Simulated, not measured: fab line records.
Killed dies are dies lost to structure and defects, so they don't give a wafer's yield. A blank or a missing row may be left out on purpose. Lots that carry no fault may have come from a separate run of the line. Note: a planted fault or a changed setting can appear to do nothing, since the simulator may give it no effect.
Comparing a struck lot with a sound one	flow gf180mcu	15 steps out of a route of 602
Sound: the wafers L230.1, L230.2, L230.6. Wafers struck: L242.2, L242.3, L242.4. At the end, the cause is stated.
Each step with rows lists, per side, the tool, then ch with its chambers, then its first start. Under that, the readings that differ: sound wafers	struck wafers	difference of the means	sigmas: that difference in standard deviations of wafers without a fault.
alike: words and numbers the same on both sides, and readings whose means are apart by under 2 such deviations; not compared: readings that were withheld, readings missing a value for some wafer, numbers with overlapping values and no deviation given by the record, and bounds like >300 which may hide the same value.
Wherever a step has rows on one side only, a row that says differs or no value, or a row with sigmas, the two part there. Numbers that have no deviation but don't overlap get no sigmas and don't part them. A reading that every wafer of one side lacks parts them only if that side has two wafers or more.

GF_V5_THK_MEAS_01:
  sound on film_metro-03 at day 27 15:49; struck on film_metro-04 at day 30 10:46
  alike: V5_CVD_00_THK
GF_V5_CVD_02: deposits SiO2 from TEOS, target thk 1450 nm, time 163.28 s.
  sound on pecvd-01 ch 0,1,2, day 27 15:52; struck on pecvd-01 ch 0,2, day 30 10:49
  alike: heater_power_w
GF_V5_THK_MEAS_03:
  sound on film_metro-01 at day 27 15:59; struck on film_metro-03 at day 30 10:56
  alike: V5_CVD_02_THK
GF_V5_CMP_04: polishes SiO2.
  sound on cmp-01 ch 1,3, day 27 16:02; struck on cmp-01 ch 0,2,3, day 30 11:02
  alike: edge_zone_pressure_frac, motor_current_A, slurry_flow_ml_min
GF_V5_BOW_MEAS_05:
  sound on film_metro-03 at day 27 16:20; struck on film_metro-04 at day 30 11:18
  alike: V5_BOW
then, 7 steps without rows for these wafers: GF_V5_DEHYDRATE_06 (time 60 s); GF_V5_HMDS_07 (prime time 60 s); GF_V5_COAT_08; GF_V5_COAT_09 (resist thk 1000 nm); GF_V5_SOFTBAKE_10 (time 60 s); GF_V5_EXPOSE_11 (exposes mask Via5, target cd 260 nm); GF_V5_PEB_12 (peb time 90 s).
GF_V5_DEVELOP_13: develop time 60 s.
  sound on litho_track-02 ch 0, day 28 11:47; struck on litho_track-02 ch 0, day 31 05:37
reading	sound	struck	difference	sigmas
developer_temp_C (C)	20.89 20.93 20.99	21.93 22.11 22.00	+1.08	+11
GF_V5_CD_MEAS_14 targets a cd of 260 nm.
  sound on cd_sem-02 at day 28 11:56; struck on cd_sem-01 at day 31 05:45
  alike: cd_nm
GF_PASSIVATION_PROBE_99:
  record: rows for the struck wafers here (prober-02, day 32 21:03), none for the sound ones

== WHERE THEY PART ==
Earliest at GF_V5_DEVELOP_13; latest, in this record, at GF_PASSIVATION_PROBE_99.

WHY: whatever the simulator had introduced
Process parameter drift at GF_V5_DEVELOP_13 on litho_track-02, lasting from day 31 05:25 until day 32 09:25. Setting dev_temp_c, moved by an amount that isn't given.
